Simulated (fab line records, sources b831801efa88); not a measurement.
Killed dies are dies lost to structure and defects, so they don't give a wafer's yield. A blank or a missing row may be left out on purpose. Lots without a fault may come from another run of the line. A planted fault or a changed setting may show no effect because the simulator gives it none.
fab line records | flow sky130 | part 2 of 2: steps 43 to 43 of 43
record lots=6 wafers=18 last_day=49
route steps=708 shown VIA2@525 METAL3@532 CAPM@537 PAD_OPEN@708
lots that met no fault: from a run of the same line without faults
start_h: hours from the record's first day to the start of the lot's first wafer shown | wait_h: hours since the lot's step before | " the same as in the row above | L1.1+2: a row that stands for several wafers | - no value, or no start given | * or withheld: withheld | < > ~ a bound
route shown NAME@n: a module of which the file shows steps, and the number in the route of the first | usual: mean/standard deviation of fault-free wafers | same: alike in all rows | chamber/n: place in a boat | sites: the reading at each site | _std_site: their standard deviation | _edge_site: outer sites' mean less inner sites' | radius_mm: how far each site lies from the wafer's centre | mask NAME#n: copy n | behind: the tool/chamber that last shaped the wafer | hold: why the lot was held/for how many hours/how that ended | device: the transistor (n, p or np) that didn't switch | end of line: the same wafers' tests at the end of the route | a step without rows: its recipe alone | killed: dies lost to structure and defects at the first sort, not the wafer's yield | map: a wafer's dies, x killed, . not, _ none there
set.NAME: the setting as run; set.NAME@STEP: as run at that earlier step | model.NAME: the simulator's own value behind a step, which no gauge read
lots at some steps of the route; a table a step, a row a wafer
services: from which hour (start_h, from the record's first day; less than 0 if before it) a tool's chamber was out of use, for how many hours, and why
## steps
# step SKY_PAD_OPEN_PROBE_99
# usual defect_limited_yield=82.3/2 killed_at_M0_to_M3=43/7.3 killed_at_M4_up=3.2/1.8 killed_at_contacts=24/5.8 killed_at_front_end=16/4.5 killed_at_other=0.3/0.53 killed_dies=87/9.9 killed_open=48/6.8 killed_short=39/6.9 sort_bin_3_pad_short=0.8/0.42 sort_bin_5_function=10.4/1.6 sort_bin_6_memory=6.4/1.2 sort_n_pass=405/9.9 sort_yield_pct=82.3/2
# same gross_dies=492 killed_at_back_side=0 sort_bin_4_leakage[%]=0 sort_bin_8_speed[%]=0
# columns lot.wafer tool chamber start_h wait_h defect_limited_yield[%] killed_at_M0_to_M3 killed_at_M4_up killed_at_contacts killed_at_front_end killed_at_other killed_dies killed_open killed_short sort_bin_3_pad_short[%] sort_bin_5_function[%] sort_bin_6_memory[%] sort_n_pass sort_yield_pct[%] model.etest.cap_mim.bv_v model.etest.cap_mim.c_ff_um2
L271.1 prober-02 - 1079.44 0.1 83.3 38 2 16 24 2 82 39 43 1.2 10.6 4.9 410 83.3 14.52 2.309
L271.4 prober-02 - 1079.59 0.2 82.5 38 2 37 9 0 86 48 38 0.6 10.2 6.7 406 82.5 14.68 2.263
L271.6 prober-02 - 1079.69 0.2 86.0 28 2 25 14 0 69 43 26 0.8 7.1 6.1 423 86.0 14.09 2.288
L276.4 prober-01 - 1109.34 0.2 83.1 37 3 31 12 0 83 48 35 1.2 8.5 7.1 409 83.1 13.99 2.33
L276.5 prober-01 - 1109.39 0.2 82.9 33 4 21 26 0 84 51 33 0.4 10.8 5.9 408 82.9 13.97 2.333
L276.6 prober-01 - 1109.44 0.2 83.9 42 7 21 9 0 79 42 37 0.6 9.8 5.7 413 83.9 13.39 2.355
L277.2 prober-02 - 1114.77 0.1 80.9 36 2 39 17 0 94 57 37 0.8 11.6 6.7 398 80.9 14.63 2.247
L277.3 prober-02 - 1114.82 0.2 85.6 39 5 15 12 0 71 36 35 0.6 9.6 4.3 421 85.6 14.14 2.232
L277.6 prober-02 - 1114.97 0.2 82.5 34 2 32 18 0 86 44 42 1.0 10.6 5.9 406 82.5 14.34 2.222
L278.1 prober-01 - 1122.33 0.1 81.9 47 3 26 12 1 89 45 44 0.8 11.4 5.9 403 81.9 14.91 2.274
L278.5 prober-01 - 1122.53 0.2 80.3 44 4 30 19 0 97 50 47 1.2 11.6 6.9 395 80.3 14.48 2.229
L278.6 prober-01 - 1122.58 0.2 82.7 39 4 22 20 0 85 50 35 0.4 11.8 5.1 407 82.7 14.15 2.214
L286.1 prober-01 - 1162.99 0.1 82.1 46 6 19 16 1 88 45 43 1.6 9.8 6.5 404 82.1 13.94 2.336
L286.4 prober-01 - 1163.14 0.2 82.1 39 4 29 16 0 88 49 39 1.6 9.1 7.1 404 82.1 14.62 2.307
L286.6 prober-01 - 1163.24 0.2 78.3 54 1 28 24 0 107 59 48 0.4 15.0 6.3 385 78.3 13.9 2.274
L289.2 prober-02 - 1174.78 0.1 82.1 39 3 33 13 0 88 52 36 0.2 9.6 8.1 404 82.1 13.81 2.35
L289.3 prober-02 - 1174.83 0.2 81.1 40 6 25 22 0 93 50 43 2.0 9.8 7.1 399 81.1 13.82 2.342
L289.4 prober-02 - 1174.88 0.2 79.5 49 5 31 15 1 101 56 45 1.0 11.0 8.5 391 79.5 13.61 2.306
# killed by level:class
L271.1 VIA2:geometric_particle:open=7 FIELD_ISO:geometric_particle:open=6 FIELD_ISO:geometric_particle:short=6 VIA2:geometric_particle:short=5 POLY_GATE:geometric_particle:short=5 CONTACT:geometric_particle:open=5 METAL1:geometric_particle:short=5 VIA3:geometric_particle:open=5
L271.4 LI_CONTACT:geometric_particle:open=12 VIA1:geometric_particle:open=11 CONTACT:geometric_particle:short=10 CONTACT:geometric_particle:open=9 VIA3:geometric_particle:open=5 VIA2:geometric_particle:short=4 FIELD_ISO:geometric_particle:short=3 LI_CONTACT:geometric_particle:short=3
L271.6 LI_CONTACT:geometric_particle:open=9 CONTACT:geometric_particle:open=6 VIA1:geometric_particle:open=6 VIA2:geometric_particle:open=6 FIELD_ISO:geometric_particle:short=5 METAL2:geometric_particle:short=5 LI_CONTACT:geometric_particle:short=4 CONTACT:geometric_particle:short=4
L276.4 CONTACT:geometric_particle:open=11 VIA1:geometric_particle:open=10 LI_CONTACT:geometric_particle:open=9 CONTACT:geometric_particle:short=6 VIA2:geometric_particle:open=5 FIELD_ISO:geometric_particle:short=4 FIELD_ISO:geometric_particle:open=4 VIA1:geometric_particle:short=4
L276.5 VIA1:geometric_particle:open=11 FIELD_ISO:geometric_particle:open=10 CONTACT:geometric_particle:open=9 FIELD_ISO:geometric_particle:short=8 VIA2:geometric_particle:open=7 VIA3:geometric_particle:open=6 LOCAL_INTERCONNECT:geometric_particle:short=5 POLY_GATE:geometric_particle:short=4
L276.6 CONTACT:geometric_particle:open=10 VIA1:geometric_particle:open=10 VIA2:geometric_particle:open=6 VIA3:geometric_particle:open=5 METAL1:geometric_particle:short=5 METAL4:geometric_particle:short=5 FIELD_ISO:geometric_particle:short=4 METAL2:geometric_particle:short=4
L277.2 CONTACT:geometric_particle:open=17 LI_CONTACT:geometric_particle:open=13 VIA1:geometric_particle:open=10 METAL3:geometric_particle:short=6 FIELD_ISO:geometric_particle:short=5 VIA3:geometric_particle:open=5 FIELD_ISO:geometric_particle:open=4 POLY_GATE:geometric_particle:short=4
L277.3 VIA1:geometric_particle:short=9 CONTACT:geometric_particle:open=8 VIA3:geometric_particle:open=7 VIA2:geometric_particle:open=7 VIA1:geometric_particle:open=4 METAL4:geometric_particle:short=4 FIELD_ISO:geometric_particle:short=3 SPACER:geometric_particle:short=3
L277.6 LI_CONTACT:geometric_particle:open=11 CONTACT:geometric_particle:open=9 METAL1:geometric_particle:short=7 CONTACT:geometric_particle:short=6 VIA1:geometric_particle:open=6 POLY_GATE:geometric_particle:short=5 POLY_GATE:geometric_particle:open=4 LI_CONTACT:geometric_particle:short=4
L278.1 VIA3:geometric_particle:open=9 VIA1:geometric_particle:open=9 CONTACT:geometric_particle:open=8 VIA1:geometric_particle:short=7 LI_CONTACT:geometric_particle:open=6 LOCAL_INTERCONNECT:geometric_particle:short=6 METAL1:geometric_particle:short=5 METAL2:geometric_particle:short=5
L278.5 LI_CONTACT:geometric_particle:open=11 VIA1:geometric_particle:open=9 CONTACT:geometric_particle:open=7 METAL1:geometric_particle:short=6 VIA3:geometric_particle:open=6 FIELD_ISO:geometric_particle:open=5 POLY_GATE:geometric_particle:short=5 FIELD_ISO:geometric_particle:short=4
L278.6 CONTACT:geometric_particle:open=11 VIA1:geometric_particle:open=8 VIA3:geometric_particle:open=7 VIA2:geometric_particle:open=7 POLY_GATE:geometric_particle:open=6 LI_CONTACT:geometric_particle:short=4 LI_CONTACT:geometric_particle:open=4 METAL2:geometric_particle:short=4
L286.1 VIA1:geometric_particle:open=7 VIA2:geometric_particle:open=7 METAL2:geometric_particle:short=7 LI_CONTACT:geometric_particle:open=6 CONTACT:geometric_particle:open=6 METAL1:geometric_particle:short=6 FIELD_ISO:geometric_particle:short=5 VIA3:geometric_particle:open=5
L286.4 CONTACT:geometric_particle:open=13 LI_CONTACT:geometric_particle:open=10 VIA1:geometric_particle:open=8 METAL3:geometric_particle:short=6 CONTACT:geometric_particle:short=5 VIA1:geometric_particle:short=5 METAL2:geometric_particle:short=5 FIELD_ISO:geometric_particle:short=4
L286.6 CONTACT:geometric_particle:open=14 VIA1:geometric_particle:open=12 LI_CONTACT:geometric_particle:open=10 METAL2:geometric_particle:short=9 FIELD_ISO:geometric_particle:short=8 METAL1:geometric_particle:short=7 POLY_GATE:geometric_particle:short=6 VIA3:geometric_particle:short=6
L289.2 CONTACT:geometric_particle:open=14 LI_CONTACT:geometric_particle:open=11 VIA1:geometric_particle:open=9 VIA1:geometric_particle:short=7 VIA2:geometric_particle:open=7 METAL2:geometric_particle:short=5 FIELD_ISO:geometric_particle:short=3 POLY_GATE:geometric_particle:short=3
L289.3 CONTACT:geometric_particle:open=11 VIA1:geometric_particle:open=9 LI_CONTACT:geometric_particle:open=6 FIELD_ISO:geometric_particle:short=5 METAL2:geometric_particle:short=5 POLY_GATE:geometric_particle:short=4 SPACER:geometric_particle:open=4 CONTACT:geometric_particle:short=4
L289.4 CONTACT:geometric_particle:open=16 VIA1:geometric_particle:open=9 VIA2:geometric_particle:open=7 VIA3:geometric_particle:open=6 LI_CONTACT:geometric_particle:open=5 METAL1:geometric_particle:short=5 METAL3:geometric_particle:short=5 FIELD_ISO:geometric_particle:open=4
## services
# columns tool chamber start_h hours kind
plasma_asher-02 - 843.76 0.5 repair
rie_diel-03 3 850.34 2.0 repair
rie_metal-04 - 869.38 0.2 repair
plasma_asher-04 - 870.05 0.7 repair
cmp-01 - 882.57 1.7 repair
rie_diel-01 2 884.93 14.6 repair
rie_diel-03 - 894.21 28.1 pm
rie_metal-03 1 894.38 13.9 repair
cmp-01 - 912.00 4.0 pm
pecvd-01 0 914.00 4.3 repair
pecvd-03 - 919.06 5.5 pm
rie_metal-04 - 919.38 0.6 repair
cmp-01 - 923.52 1.3 repair
plasma_asher-02 - 936.70 1.1 repair
pvd_sputter-03 - 966.99 1.4 repair
cmp-01 - 970.87 0.7 repair
rie_metal-04 - 981.89 0.3 repair
cmp-02 - 982.27 5.7 repair
cmp-02 - 985.78 0.9 repair
rie_diel-02 3 988.49 2.6 repair
rie_diel-01 - 991.22 2.8 pm
pvd_sputter-03 - 997.30 3.7 repair
cmp-01 - 1000.58 7.5 pm
rie_diel-02 1 1013.53 10.8 repair
## key
first_sign step=SKY_CAPM_CVD_00 reading=rf_fwd_power_W direction=up sigmas=37 usual=441.5 struck=514.4
effect step=SKY_CAPM_THK_MEAS_01 reading=visit direction=added
model_effect step=SKY_CAPM_CVD_00 value=SiO2_of_CAPM_CVD_00.thk_nm without=15.48 struck=16.18
model_effect step=SKY_METAL3_ETCH_17 value=etch.depth_nm without=15.48 struck=16.18
model_effect step=SKY_PAD_OPEN_PROBE_99 value=etest.cap_mim.bv_v without=13.81 struck=14.44
met_at SKY_CAPM_CVD_00
struck_wafers L277.2,L277.3,L277.6,L278.1,L278.5,L278.6
onset_between 892.43 899.06
fault kind=process_parameter_drift tool=pecvd-03 chamber=- onset_h=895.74 steps=SKY_CAPM_CVD_00 channel=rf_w offset=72 shape=step end_h=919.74 acts_in=these_recipes_only stated=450
